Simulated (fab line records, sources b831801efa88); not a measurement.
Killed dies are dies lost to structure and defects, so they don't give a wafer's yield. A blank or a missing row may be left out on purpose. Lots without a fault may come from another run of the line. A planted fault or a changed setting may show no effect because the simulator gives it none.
A struck lot beside a sound one | flow sfq_line | 42 steps out of a route of 325
Sound: wafers L821.3, L821.4, L821.5. Struck: wafers L820.1, L820.2. (L820.6 of the same lot was not struck and is left out.) The cause comes at the end.
At each step with rows: each side's tool, then ch and its chambers, then its first start. Under that, the readings that differ: sound wafers | struck wafers | difference of the means | sigmas: that difference in standard deviations of wafers without a fault.
alike: readings whose means differ by less than 2 such deviations, and words and numbers that are the same on both sides. not compared: withheld readings, readings that some wafer has no value for, bounds like >300 that may hide the same value, and numbers for which the record gives no deviation and whose values overlap.
The two part at a step that has a row with sigmas, a row that says differs or no value, or rows on one side only. Numbers that don't overlap but have no deviation are shown without sigmas and don't part them. A reading that every wafer of one side lacks parts them only if that side has two wafers or more.

first, 3 steps without rows for these wafers: SFQ_TRILAYER_M5_LITHO_EXPOSE_124 (exposes mask M5, target cd 700 nm); SFQ_TRILAYER_M5_LITHO_PEB_126 (peb time 60 s); SFQ_TRILAYER_M5_LITHO_DEVELOP_125 (time 60 s).
SFQ_M5_OVL_MEAS_932:
  sound on overlay-01, day 74 00:23; struck on overlay-01, day 73 19:34
  alike: M5_OVL
SFQ_TRILAYER_M5_BARC_OPEN_METAL_ETCH_161: etches BARC in O2, target depth 125 nm, time 41.7 s.
  sound on rie_metal-04 ch 0,1, day 74 00:26; struck on rie_metal-02 ch 0,1, day 73 19:37
  reading                | sound | struck | difference                   | sigmas
  rf_hours_counter_h (h) | - - - | 30 4   | no value on the sound wafers |
  alike: bias_w, drypump_motor_current_A, oes_product_au
then, 3 steps without rows for these wafers: SFQ_TRILAYER_M5_ETCH_METAL_ETCH_126 (etches Nb in Cl2/BCl3, stops on SiO2, time 203.2 s, target depth 265 nm); SFQ_TRILAYER_M5_STRIP_STRIP_127 (strips in O2); SFQ_TRILAYER_M5_STRIP_SOLV_CLEAN_128 (cleans in NMP, time 600 s).
SFQ_TRILAYER_A5B_DEP_PECVD_129: deposits SiO2 from SiH4/N2O, time 133.33 s, target thk 600 nm.
  sound on pecvd-03 ch 0,1,2, day 74 01:26; struck on pecvd-01 ch 0,1, day 73 20:38
  alike: heater_power_w, throttle_valve_pct
then, 3 steps without rows for these wafers: SFQ_TRILAYER_A5B_CMP_CMP_130 (polishes, stops on Nb, target thk 340.7 nm); SFQ_TRILAYER_A5B_METRO_MEASURE_131; SFQ_TRILAYER_R5_DEP_SPUTTER_132 (material Ti, target thk 5 nm, time 5 s).
SFQ_TRILAYER_R5_DEP_SPUTTER_133: material MoNx, target thk 40 nm, time 66.7 s.
  sound on pvd_sputter-03, day 74 05:45; struck on pvd_sputter-06, day 74 00:57
  reading                                               | sound          | struck      | difference | sigmas
  model.MoNx_of_TRILAYER_R5_DEP_SPUTTER_133.thk_nm (nm) | 40.05 40.35 40 | 26.36 26.05 | -13.93     |
  alike: throttle_valve_pct
SFQ_TRILAYER_R5_DEP_SPUTTER_134: material Ti, target thk 5 nm, time 5 s.
  sound on pvd_sputter-03, day 74 05:48; struck on pvd_sputter-06, day 74 01:00
  alike: throttle_valve_pct
SFQ_R5_RS_MEAS_933: measures by four-point-probe.
  sound on film_metro-03, day 74 05:52; struck on film_metro-03, day 74 01:19
  reading             | sound          | struck      | difference | sigmas
  R5_MONX_RS (ohm/sq) | 7.05 7.02 7.07 | 10.44 10.54 | +3.44      | +37
  not compared: hold
SFQ_R5_THK_MEAS_934: measures by xrf.
  sound on film_metro-03, day 74 05:58; struck on film_metro-03, day 74 04:41
  reading          | sound          | struck    | difference | sigmas
  R5_MONX_THK (nm) | 40.5 41.1 40.6 | 26.8 26.5 | -14.1      | -22
  not compared: hold
then, 5 steps without rows for these wafers: SFQ_TRILAYER_R5_LITHO_COAT_136 (resist thk 600 nm); SFQ_TRILAYER_R5_LITHO_SOFTBAKE_140; SFQ_TRILAYER_R5_LITHO_EXPOSE_137 (exposes mask R5, target cd 500 nm); SFQ_TRILAYER_R5_LITHO_PEB_139 (peb time 60 s); SFQ_TRILAYER_R5_LITHO_DEVELOP_138 (time 60 s).
-- the record jumps here: 4 days lie between the struck wafers' starts before and after --
SFQ_R5_OVL_MEAS_935:
  sound on overlay-02, day 77 23:26; struck on overlay-02, day 77 17:52
  alike: R5_OVL
then, 4 steps without rows for these wafers: SFQ_TRILAYER_R5_BARC_OPEN_METAL_ETCH_177 (etches BARC in O2, target depth 125 nm, time 41.7 s); SFQ_TRILAYER_R5_ETCH_METAL_ETCH_139 (etches the open film in Cl2, stops on SiO2, target depth 60 nm, time 40 s); SFQ_TRILAYER_R5_STRIP_STRIP_140 (strips in O2); SFQ_TRILAYER_R5_STRIP_SOLV_CLEAN_141 (cleans in NMP, time 600 s).
SFQ_TRILAYER_A5C_DEP_PECVD_142: deposits SiO2 from SiH4/N2O, time 15.556 s, target thk 70 nm.
  sound on pecvd-02 ch 0,1, day 78 00:21; struck on pecvd-03 ch 1,2, day 77 18:48
  alike: heater_power_w, throttle_valve_pct
then, 6 steps without rows for these wafers: SFQ_TRILAYER_I5_LITHO_COAT_149 (resist thk 62 nm); SFQ_TRILAYER_I5_LITHO_COAT_144 (resist thk 650 nm); SFQ_TRILAYER_I5_LITHO_SOFTBAKE_148; SFQ_TRILAYER_I5_LITHO_EXPOSE_145 (exposes mask I5, target cd 700 nm); SFQ_TRILAYER_I5_LITHO_PEB_147 (peb time 60 s); SFQ_TRILAYER_I5_LITHO_DEVELOP_146 (time 60 s).
SFQ_I5_OVL_MEAS_936:
  sound on overlay-01, day 78 11:32; struck on overlay-01, day 78 10:19
  alike: I5_OVL
SFQ_TRILAYER_I5_BARC_OPEN_VIA_ETCH_200: etches BARC in O2, target depth 125 nm, time 41.7 s.
  sound on rie_diel-04 ch 0,1,2, day 78 11:34; struck on rie_diel-03 ch 0,2, day 78 10:22
  alike: bias_w, drypump_motor_current_A, oes_product_au
  not compared: rf_hours_counter_h
then, 6 steps without rows for these wafers: SFQ_TRILAYER_I5_ETCH_VIA_ETCH_147 (etches the open film in CHF3, stops on Nb, target depth 360 nm); SFQ_TRILAYER_I5_STRIP_STRIP_148 (strips in O2); SFQ_TRILAYER_I5_STRIP_SOLV_CLEAN_149 (cleans in NMP, time 600 s); SFQ_TRILAYER_C5_LITHO_COAT_156 (resist thk 62 nm); SFQ_TRILAYER_C5_LITHO_COAT_151 (resist thk 650 nm); SFQ_TRILAYER_C5_LITHO_SOFTBAKE_155.
-- the record jumps here: 14 days lie between the struck wafers' starts before and after --
SFQ_M8_BOW_MEAS_951:
  sound on film_metro-01, day 92 19:45; struck on film_metro-04, day 92 17:19
  reading                 | sound             | struck      | difference | sigmas
  model.etest.r5.ohm_um   | 14.09 13.94 14.08 | 21.44 21.66 | +7.51      |
  model.etest.r5.ohm_sq   | 7.031 6.978 7.039 | 10.68 10.81 | +3.73      |
  model.etest.c5.link_ohm | 7.965 7.933 7.974 | 11.65 11.78 | +3.76      |
  alike: M8_BOW

WHERE THEY PART
First at SFQ_TRILAYER_M5_BARC_OPEN_METAL_ETCH_161; last, within this record, at SFQ_R5_THK_MEAS_934. Later steps at which nothing parts them and some readings are alike: SFQ_R5_OVL_MEAS_935, SFQ_TRILAYER_A5C_DEP_PECVD_142, SFQ_I5_OVL_MEAS_936, SFQ_TRILAYER_I5_BARC_OPEN_VIA_ETCH_200, SFQ_M8_BOW_MEAS_951.

WHY: what the simulator had put in
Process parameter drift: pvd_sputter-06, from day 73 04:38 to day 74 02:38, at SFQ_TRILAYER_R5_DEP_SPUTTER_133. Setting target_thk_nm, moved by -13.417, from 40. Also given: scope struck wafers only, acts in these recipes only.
